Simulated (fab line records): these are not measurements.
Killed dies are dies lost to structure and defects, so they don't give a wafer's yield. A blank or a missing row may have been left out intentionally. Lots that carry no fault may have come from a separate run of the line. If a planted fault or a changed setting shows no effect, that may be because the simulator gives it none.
The tool behind it: which one? | flow gf180mcu | 36 wafers from 12 lots sampled at 5 of the route's 602 steps

== WHAT THE GAUGES SHOWED, per wafer ==
GF_V1_THK_MEAS_01. Usual: V1_CVD_00_THK typically reads 599 nm, with standard deviation 6.1.
lot  | measured     | on            | V1_CVD_00_THK (nm) | flag
L782 | day 17 03:29 | film-metro-01 | 598 602 593        |
L783 | day 18 04:44 | film-metro-01 | 594 597 592        |
L784 | day 18 08:49 | film-metro-02 | 593 599 612        |
L788 | day 19 04:51 | film-metro-04 | 597 594 594        |
L789 | day 20 02:24 | film-metro-02 | 592 594 599        |
L791 | day 20 07:35 | film-metro-02 | 597 601 591        |
L792 | day 20 13:08 | film-metro-02 | 598 601 599        |
L793 | day 20 22:19 | film-metro-02 | 604 603 604        |
L796 | day 22 05:01 | film-metro-04 | 600 590 605        |
L803 | day 24 18:28 | film-metro-01 | 598 605 591        |
L804 | day 24 19:30 | film-metro-02 | 602 597 600        |
L805 | day 25 03:36 | film-metro-04 | 610 599 604        |

GF_V5_CD_MEAS_14 targets a cd of 260 nm. Usual: cd-nm reads 260.2 nm (standard deviation 1.1).
lot  | measured     | on        | cd-nm (nm)        | flag
L782 | day 27 05:09 | cd-sem-02 | 258.9 259.2 258.3 |
L783 | day 28 04:16 | cd-sem-01 | 259.7 259.8 259.9 |
L784 | day 28 07:30 | cd-sem-02 | 261.4 259.8 260.5 |
L788 | day 28 23:22 | cd-sem-02 | 260.8 259.4 260.7 |
L789 | day 29 18:07 | cd-sem-02 | 260.0 259.2 259.7 |
L791 | day 29 22:04 | cd-sem-01 | 262.4 260.3 261.6 |
L792 | day 30 00:08 | cd-sem-01 | 260.4 261.5 260.2 |
L793 | day 30 07:08 | cd-sem-02 | 261.6 260.2 260.9 |
L796 | day 31 07:31 | cd-sem-01 | 259.8 260.4 260.4 |
L803 | day 33 06:25 | cd-sem-02 | 258.8 259.1 258.0 |
L804 | day 33 07:23 | cd-sem-02 | 260.1 260.4 259.8 |
L805 | day 33 11:46 | cd-sem-02 | 258.5 259.6 259.8 |

== EACH LOT AND THE TOOL THAT RAN IT (in order: tool; ch and the chambers of the sampled wafers; start) ==
lot  | GF_MIM_SPUTTER_04            | GF_MIM_COAT_14                    | GF_MIM_STRIP_20
L782 | pvd-sputter-01, day 24 10:41 | litho-track-02 ch 0, day 24 21:27 | plasma-asher-01 ch 0,1, day 25 08:58
L783 | pvd-sputter-02, day 25 11:53 | litho-track-04 ch 0, day 25 22:46 | plasma-asher-01 ch 0,1, day 26 09:46
L784 | pvd-sputter-02, day 25 14:44 | litho-track-01 ch 0, day 26 01:20 | plasma-asher-02 ch 0,1, day 26 12:14
L788 | pvd-sputter-01, day 26 08:34 | litho-track-04 ch 0, day 26 19:42 | plasma-asher-02 ch 1, day 27 05:51
L789 | pvd-sputter-02, day 27 04:09 | litho-track-04 ch 0, day 27 14:04 | plasma-asher-04 ch 0,1, day 28 00:31
L791 | pvd-sputter-01, day 27 08:43 | litho-track-04 ch 0, day 27 19:07 | plasma-asher-04 ch 0,1, day 28 05:22
L792 | pvd-sputter-01, day 27 12:07 | litho-track-04 ch 0, day 27 22:24 | plasma-asher-04 ch 0,1, day 28 08:18
L793 | pvd-sputter-01, day 27 18:25 | litho-track-01 ch 0, day 28 04:35 | plasma-asher-01 ch 0,1, day 28 14:40
L796 | pvd-sputter-01, day 28 21:49 | litho-track-02 ch 0, day 29 07:19 | plasma-asher-01 ch 0, day 29 17:06
L803 | pvd-sputter-02, day 31 02:38 | litho-track-02 ch 0, day 31 11:22 | plasma-asher-04 ch 0,1, day 31 19:59
L804 | pvd-sputter-04, day 31 02:55 | litho-track-01 ch 0, day 31 11:56 | plasma-asher-02 ch 0,1, day 31 20:36
L805 | pvd-sputter-04, day 31 08:50 | litho-track-02 ch 0, day 31 17:23 | plasma-asher-02 ch 1, day 32 01:38
- GF_MIM_SPUTTER_04: material TiN, target thk 50 nm, time 41.7 s.
- GF_MIM_COAT_14: resist thk 1000 nm.
- GF_MIM_STRIP_20: strips in O2/N2.

== AS READ BY THE TOOLS THEMSELVES (means over the sampled wafers that have a number; for cases with no such wafer, the mark the record gives instead) ==
GF_MIM_SPUTTER_04. Usual: throttle-valve-pct reads 29.4 % (standard deviation 1.3).
lot  | tool           | throttle-valve-pct (%) | flag
L782 | pvd-sputter-01 | 28.3                   |
L783 | pvd-sputter-02 | 29.6                   |
L784 | pvd-sputter-02 | 29.6                   |
L788 | pvd-sputter-01 | 29.2                   |
L789 | pvd-sputter-02 | 29.5                   |
L791 | pvd-sputter-01 | 28.5                   |
L792 | pvd-sputter-01 | 29.7                   |
L793 | pvd-sputter-01 | 28.5                   |
L796 | pvd-sputter-01 | 29.9                   |
L803 | pvd-sputter-02 | 28.6                   |
L804 | pvd-sputter-04 | 30.2                   |
L805 | pvd-sputter-04 | 30.5                   |

GF_MIM_COAT_14. Usual: spin-speed-rpm reads 3000.1 rpm (standard deviation 1.6).
lot  | tool           | spin-speed-rpm (rpm) | flag
L782 | litho-track-02 | 3002.6               |
L783 | litho-track-04 | 2999.7               |
L784 | litho-track-01 | 2999.7               |
L788 | litho-track-04 | 3000.2               |
L789 | litho-track-04 | 3001.2               |
L791 | litho-track-04 | 3774.2               | OFF
L792 | litho-track-04 | 3776.0               | OFF
L793 | litho-track-01 | 2999.1               |
L796 | litho-track-02 | 3001.0               |
L803 | litho-track-02 | 2998.9               |
L804 | litho-track-01 | 3000.5               |
L805 | litho-track-02 | 2998.5               |

GF_MIM_STRIP_20. Usual: drypump-motor-current-A 5.50 A, standard deviation 0.22; heater-power-w 341 W, standard deviation 29; oes-product-au 0.691 a.u., standard deviation 0.0045; strip-time-to-endpoint-s 11.22 s, standard deviation 0.043.
lot  | tool            | drypump-motor-current-A (A) | heater-power-w (W) | oes-product-au (a.u.) | strip-time-to-endpoint-s (s) | flag
L782 | plasma-asher-01 | 5.51                        | 353                | 0.690                 | 11.22                        |
L783 | plasma-asher-01 | 5.29                        | 338                | 0.693                 | 11.18                        |
L784 | plasma-asher-02 | 5.43                        | 333                | 0.690                 | 11.24                        |
L788 | plasma-asher-02 | 5.43                        | 291                | 0.693                 | 11.22                        |
L789 | plasma-asher-04 | 5.65                        | 359                | 0.696                 | 11.23                        |
L791 | plasma-asher-04 | 5.68                        | 358                | 0.641                 | 9.97                         | OFF
L792 | plasma-asher-04 | 5.58                        | 345                | 0.637                 | 9.88                         | OFF
L793 | plasma-asher-01 | 5.29                        | 335                | 0.688                 | 11.30                        |
L796 | plasma-asher-01 | 5.72                        | 371                | 0.693                 | 11.17                        |
L803 | plasma-asher-04 | 5.68                        | 361                | 0.689                 | 11.15                        |
L804 | plasma-asher-02 | 5.42                        | 310                | 0.697                 | 11.25                        |
L805 | plasma-asher-02 | 5.41                        | 290                | 0.693                 | 11.29                        |

== THE ANSWER, worked out from the rows above alone ==
Rule: a lot is off if the mean of its wafers that have a number lies more than 3 standard deviations from the usual mean. A lot without any number at a reading at which 4 lots or more have one is off too. Any other lot the step has rows for is counted as sound. The gauges are gone through in route order, then the tools' own readings, and for those a lot's mean is taken as printed above. The first step at which some lot is off is used, and at that step the reading that is off furthest; a lot without a number counts as furthest.
Off at GF_MIM_COAT_14 (spin-speed-rpm): L791, L792.
If a tool, at that step or one of the process steps before it, ran each lot that is off and ran no sound lot following the first of them, it fits. One fits: litho-track-04 at GF_MIM_COAT_14. A fault onset in the window from L789 (day 27 14:04, its last sound lot) to L791 (day 27 19:07, its first lot off) fits.
The tool's own readings at GF_MIM_COAT_14 bear it out: on the lots that are off they differ by more than 5 times the standard deviation of the sound lots' means. spin-speed-rpm reads 3775.1 rpm there against 3000.1 rpm on the sound lots.

== WHAT THE SIMULATOR HAD INSERTED ==
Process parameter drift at GF_MIM_COAT_14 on litho-track-04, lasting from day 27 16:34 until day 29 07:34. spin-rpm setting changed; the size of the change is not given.
Lots struck among those shown: L791, L792. The rule above reached the same finding.
